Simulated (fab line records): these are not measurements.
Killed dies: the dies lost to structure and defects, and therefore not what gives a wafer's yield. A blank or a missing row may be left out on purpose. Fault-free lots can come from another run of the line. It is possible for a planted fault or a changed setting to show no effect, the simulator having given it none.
fab line records	flow sky130
record: lots: 13	wafers: 39	last-day: 50
route steps=708 shown SONOS_ONO@182 SD_P@326 LI_CONTACT@364
lots that met no fault: from a run of the same line without faults
start-h: the number of hours between the record's first day and the start of the first shown wafer of the lot	wait-h: hours elapsed since this lot's preceding step	" same as the row above	L1.1+2: a row that stands for several wafers	- no value, or no start given	* or withheld: withheld	< > ~ a bound
route shown NAME@n: names a module that has steps shown in the file, with the first one's number in the route	usual: average and standard deviation across the fault-free wafers	same: alike in all rows	chamber/n: place in a boat	sites: each site's reading	_std_site: how widely they spread, as a standard deviation	_edge_site: the outer-site mean with the inner-site mean subtracted	radius-mm: how far each site lies from the wafer's centre	mask NAME#n: copy n	behind: tool/chamber where the wafer was last shaped	hold: cause of the lot's hold/its duration in hours/its outcome	device: which transistor (n, p or np) failed to switch	end of line: tests run on the same wafers once the route is complete	a step without rows: its recipe alone	killed: at the first sort, the dies lost to defects and structure; wafer yield is something else	map: a wafer's dies, marking killed ones x, the rest . and places with no die _
set.NAME: the setting as run; set.NAME@STEP: as run at that earlier step	model.NAME: the simulator's own value behind a step, which no gauge read
the route's steps for a sample of lots (tables are steps, rows are wafers)
services: from which hour (start-h, from the record's first day; less than 0 if before it) a tool's chamber was out of use, for how many hours, and why
== steps ==
step: SKY_SONOS_ONO_OVL_MEAS_14
usual: SONOS_ONO_OVL: 1.0/1.4
lot.wafer	tool	chamber	start-h	wait-h	SONOS_ONO_OVL[nm]
L555.1	overlay-02	-	283.03	0.1	3.4
L555.2	"	-	"	"	1.0
L555.5	"	-	"	"	2.8
L556.2	overlay-01	-	288.25	0.1	-0.6
L556.3	"	-	"	"	-0.5
L556.5	"	-	"	"	0.0
L557.3	overlay-02	-	293.39	0.1	2.8
L557.5	"	-	"	"	2.6
L557.6	"	-	"	"	1.6
L558.3	overlay-01	-	303.65	0.1	1.9
L558.4	"	-	"	"	0.8
L558.5	"	-	"	"	0.5
L562.1	overlay-01	-	338.79	0.1	-0.4
L562.5	"	-	"	"	-0.5
L562.6	"	-	"	"	-1.5
L564.1	overlay-01	-	353.89	0.1	0.1
L564.4	"	-	"	"	0.2
L564.6	"	-	"	"	-0.4
L565.4	overlay-02	-	364.60	0.1	2.2
L565.5	"	-	"	"	1.8
L565.6	"	-	"	"	0.8
L567.1	overlay-01	-	387.28	0.1	3.1
L567.4	"	-	"	"	3.2
L567.5	"	-	"	"	1.2
L568.2	overlay-02	-	394.50	0.1	0.8
L568.3	"	-	"	"	2.6
L568.6	"	-	"	"	2.2
L571.1	overlay-01	-	421.78	0.1	0.9
L571.3	"	-	"	"	0.8
L571.4	"	-	"	"	0.0
L573.1	overlay-01	-	427.08	0.1	-0.7
L573.2	"	-	"	"	-0.8
L573.6	"	-	"	"	-0.7
L576.1	overlay-02	-	475.48	0.1	1.6
L576.3	"	-	"	"	2.5
L576.6	"	-	"	"	2.0
L578.1	overlay-01	-	475.78	0.1	-1.5
L578.4	"	-	"	"	-0.9
L578.5	"	-	"	"	-0.1
step: SKY_SONOS_ONO_STRIP_17
recipe: chemistry: O2/N2	power-w: 1400	pressure-mtorr: 1500	platen-temp-c: withheld	o2-flow-sccm: 3000	n2-flow-sccm: 300	overash-fraction: 0.5
usual: drypump-motor-current-A: 5.3/0.42	n2-flow-sccm: 300.1/1	oes-product-au: 0.710/0.0042	strip-time-to-endpoint-s: 14.11/0.042
lot.wafer	tool	chamber	start-h	wait-h	drypump-motor-current-A	n2-flow-sccm	oes-product-au	rf-hours-counter-h	strip-time-to-endpoint-s
L555.1	plasma-asher-03	1	283.19	0.0	4.9	299.4	0.710	16	14.17
L555.2	"	0	"	"	5.3	301.1	0.716	16	14.15
L555.5	"	1	"	"	4.8	299.6	0.708	-	14.12
L556.2	plasma-asher-03	0	288.38	0.0	5.3	299.5	0.715	17	14.03
L556.3	"	0	"	"	5.3	300.4	0.713	-	14.04
L556.5	"	0	"	"	5.3	300.3	0.716	-	14.08
L557.3	plasma-asher-04	1	293.55	0.0	6.2	299.8	0.710	-	14.12
L557.5	"	0	"	"	5.9	300.1	0.711	-	14.12
L557.6	"	1	"	"	6.2	299.9	0.715	-	14.10
L558.3	plasma-asher-01	0	303.81	0.0	5.1	300.9	0.706	-	14.06
L558.4	"	1	"	"	5.5	299.9	0.718	-	14.04
L558.5	"	1	"	"	5.4	301.3	0.721	-	14.08
L562.1	plasma-asher-01	1	338.93	0.0	5.4	298.8	0.712	66	14.09
L562.5	"	0	"	"	5.1	301.2	0.710	-	14.12
L562.6	"	1	"	"	5.5	300.0	0.707	-	14.12
L564.1	plasma-asher-03	1	354.03	0.0	4.8	300.4	0.715	22	14.02
L564.4	"	1	"	"	4.9	299.9	0.709	-	14.07
L564.6	"	0	"	"	5.3	297.1	0.715	-	14.09
L565.4	plasma-asher-01	0	364.77	0.0	5.1	299.9	0.704	-	14.12
L565.5	"	0	"	"	5.1	301.0	0.711	-	14.14
L565.6	"	1	"	"	5.4	299.2	0.708	-	14.12
L567.1	plasma-asher-03	1	387.42	0.0	4.9	299.7	0.706	25	14.14
L567.4	"	1	"	"	4.8	299.2	0.712	-	14.08
L567.5	"	0	"	"	5.3	298.6	0.705	-	14.15
L568.2	plasma-asher-03	0	394.64	0.0	5.3	300.3	0.705	26	14.11
L568.3	"	0	"	"	5.3	299.7	0.709	-	14.14
L568.6	"	0	"	"	5.3	299.8	0.712	-	14.11
L571.1	plasma-asher-01	0	421.93	0.0	5.1	301.0	0.705	73	14.05
L571.3	"	1	"	"	5.4	300.3	0.707	-	14.05
L571.4	"	0	"	"	5.1	302.9	0.712	-	14.08
L573.1	plasma-asher-03	1	427.23	0.0	4.8	300.2	0.706	30	14.14
L573.2	"	0	"	"	5.3	300.0	0.714	30	14.11
L573.6	"	1	"	"	4.8	298.6	0.707	-	14.10
L576.1	plasma-asher-01	1	475.63	0.0	5.5	300.0	0.708	79	14.07
L576.3	"	1	"	"	5.4	300.1	0.701	-	14.08
L576.6	"	1	"	"	5.5	299.2	0.711	-	14.09
L578.1	plasma-asher-04	0	475.97	0.0	5.9	300.0	0.703	4	14.15
L578.4	"	1	"	"	6.3	300.4	0.714	-	14.20
L578.5	"	0	"	"	5.9	300.6	0.715	-	14.26
step: SKY_SD_P_DEVELOP_06
recipe: resist: NOVOLAK	developer: TMAH	develop-time-s: 60	dev-temp-c: 23
lot.wafer	tool	chamber	start-h	wait-h
L555.1+2+5	litho-track-02	0	586.36	0.1
L556.2+3+5	litho-track-04	0	596.06	0.1
L557.3+5+6	litho-track-01	0	598.66	0.1
L558.3+4+5	litho-track-01	0	614.96	0.1
L562.1+5+6	litho-track-02	0	647.36	0.1
L564.1+4+6	litho-track-04	0	662.13	0.1
L565.4+5+6	litho-track-01	0	677.18	0.1
L567.1+4+5	litho-track-01	0	693.91	0.1
L568.2+3+6	litho-track-02	0	705.84	0.1
L571.1+3+4	litho-track-02	0	732.71	0.1
L573.1+2+6	litho-track-02	0	736.71	0.1
L578.1+4+5	litho-track-01	0	775.41	0.1
L576.1+3+6	litho-track-02	0	777.06	0.1
step: SKY_SD_P_CD_MEAS_07
recipe: target-cd-nm: 380
usual: cd-nm: 380.4/2.6
lot.wafer	tool	chamber	start-h	wait-h	hold	cd-nm
L555.1	cd-sem-01	-	586.51	0.1	-	380.5
L555.2	"	-	"	"	-	383.0
L555.5	"	-	"	"	-	382.5
L556.2	cd-sem-01	-	596.20	0.1	-	372.3
L556.3	"	-	"	"	-	374.0
L556.5	"	-	"	"	-	372.5
L557.3	cd-sem-02	-	598.80	0.1	-	382.1
L557.5	"	-	"	"	-	382.9
L557.6	"	-	"	"	-	382.2
L558.3	cd-sem-01	-	615.10	0.1	-	381.5
L558.4	"	-	"	"	-	383.7
L558.5	"	-	"	"	-	382.2
L562.1	cd-sem-02	-	647.51	0.1	-	381.4
L562.5	"	-	"	"	-	383.4
L562.6	"	-	"	"	-	385.5
L564.1	cd-sem-01	-	662.28	0.1	-	384.3
L564.4	"	-	"	"	-	382.3
L564.6	"	-	"	"	-	383.3
L565.4	cd-sem-02	-	677.32	0.1	-	382.3
L565.5	"	-	"	"	-	381.9
L565.6	"	-	"	"	-	381.7
L567.1	cd-sem-02	-	694.06	0.1	-	380.6
L567.4	"	-	"	"	-	382.3
L567.5	"	-	"	"	-	379.5
L568.2	cd-sem-01	-	705.98	0.1	-	381.5
L568.3	"	-	"	"	-	380.5
L568.6	"	-	"	"	-	380.3
L571.1	cd-sem-02	-	732.86	0.1	-	377.3
L571.3	"	-	"	"	-	380.5
L571.4	"	-	"	"	-	378.4
L573.1	cd-sem-02	-	736.86	0.1	await-dispo/0.2h/release	150.9
L573.2	"	-	"	"	await-dispo/0.2h/release	151.3
L573.6	"	-	"	"	await-dispo/0.2h/release	150.2
L573.1	cd-sem-02	-	737.15	0.3	-	150.9
L573.2	"	-	"	"	-	151.1
L573.6	"	-	"	"	-	149.7
L578.1	cd-sem-01	-	775.56	0.1	-	378.4
L578.4	"	-	"	"	-	380.5
L578.5	"	-	"	"	-	381.0
L576.1	cd-sem-01	-	777.33	0.2	await-dispo/0.2h/release	150.0
L576.3	"	-	"	"	await-dispo/0.2h/release	153.2
L576.6	"	-	"	"	await-dispo/0.2h/release	152.2
L576.1	cd-sem-01	-	777.78	0.4	-	150.4
L576.3	"	-	"	"	-	152.9
L576.6	"	-	"	"	-	152.7
step: SKY_LI_CONTACT_CMP_02
recipe: material: PSG	down-force-psi: 4	platen-rpm: 60	pad-velocity-m-s: 0.94248
usual: motor-current-A: 12.2/0.97	platen-rpm: 60.00/0.039	time-to-endpoint-s: 32.8/2.7
lot.wafer	tool	chamber	start-h	wait-h	motor-current-A	platen-rpm	time-to-endpoint-s
L555.2	cmp-01	3	646.84	0.1	11.7	60.02	35.0
L555.1	"	0	"	"	11.9	60.06	34.0
L555.5	"	3	"	"	12.2	60.01	31.1
L556.2	cmp-01	1	655.85	0.0	11.4	60.05	33.6
L556.3	"	3	"	"	12.1	60.05	34.4
L556.5	"	2	"	"	12.5	60.01	35.0
L557.3	cmp-02	0	659.09	0.1	12.1	60.04	30.9
L557.6	"	2	"	"	11.7	60.05	36.3
L557.5	"	3	"	"	11.2	59.96	35.1
L558.3	cmp-02	3	674.30	0.0	10.9	60.04	38.4
L558.4	"	1	"	"	14.5	59.99	33.1
L558.5	"	0	"	"	12.1	59.97	33.7
L562.1	cmp-01	3	705.77	0.2	12.2	60.01	36.2
L562.5	"	0	"	"	12.0	60.03	32.4
L562.6	"	1	"	"	11.7	59.90	32.7
L564.4	cmp-01	2	719.15	0.1	12.6	60.04	34.7
L564.1	"	0	"	"	11.9	60.01	33.8
L564.6	"	2	"	"	12.2	59.99	33.8
L565.4	cmp-02	0	733.69	0.1	12.2	60.03	29.5
L565.5	"	3	"	"	11.2	59.93	35.5
L565.6	"	0	"	"	12.4	60.07	28.0
L567.1	cmp-01	1	749.74	0.1	11.6	59.97	30.5
L567.4	"	2	"	"	12.1	59.96	32.9
L567.5	"	2	"	"	12.9	59.97	31.2
L568.2	cmp-01	2	760.69	0.1	12.2	59.96	34.0
L568.3	"	3	"	"	11.9	60.01	33.5
L568.6	"	2	"	"	12.3	60.02	33.9
L571.4	cmp-02	0	787.31	0.0	12.5	60.01	33.3
L571.3	"	1	"	"	14.3	60.00	30.0
L571.1	"	2	"	"	12.0	59.98	33.3
L578.1	cmp-02	2	828.99	0.1	11.8	59.96	30.6
L578.4	"	3	"	"	11.1	59.97	29.7
L578.5	"	3	"	"	10.9	60.03	30.0
== services ==
tool	chamber	start-h	hours	kind
plasma-asher-03	-	288.54	15.6	pm
plasma-asher-01	-	296.90	3.4	repair
cmp-01	-	299.39	11.3	pm
cmp-02	-	300.32	0.4	repair
cmp-02	-	326.62	1.3	repair
cmp-01	-	327.95	9.7	pm
cmp-01	-	353.58	3.6	pm
cmp-01	-	373.56	2.2	repair
cmp-01	-	379.26	3.3	repair
plasma-asher-03	-	512.74	3.2	repair
cmp-01	-	572.00	4.0	pm
cmp-01	-	650.41	0.8	repair
cmp-01	-	659.87	1.1	repair
plasma-asher-03	-	683.60	22.6	repair
plasma-asher-03	-	697.75	12.0	repair
plasma-asher-03	-	709.78	14.6	pm
cmp-01	-	716.51	2.1	repair
cmp-01	-	720.04	0.2	repair
cmp-01	-	722.58	5.3	pm
plasma-asher-03	-	724.38	2.8	pm
cmp-01	-	762.99	31.6	pm
cmp-01	-	797.93	1.4	repair
cmp-01	-	803.40	0.2	repair
cmp-01	-	827.74	20.7	repair
== key ==
first-sign: step: SKY_SD_P_CD_MEAS_07	reading: visit	direction: added
effect: step: SKY_SD_P_CD_MEAS_07	reading: cd-nm	direction: down	sigmas: 89	usual: 380.4	struck: 151.3
met-at SKY_SD_P_DEVELOP_06
struck-lots L573,L576
scrapped-behind SKY_SD_P_CD_MEAS_07 L573.1,L573.2,L573.6,L576.1,L576.3,L576.6
not-acting-at SKY_SONOS_ONO_OVL_MEAS_14,SKY_SONOS_ONO_STRIP_17,SKY_LI_CONTACT_CMP_02
onset-between 732.71 736.71
fault: kind: process-parameter-drift	tool: litho-track-02	chamber: -	onset-h: 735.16	steps: SKY_SD_P_DEVELOP_06	channel: develop-time-s	offset: *	shape: step	end-h: 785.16	acts-in: *	stated: *
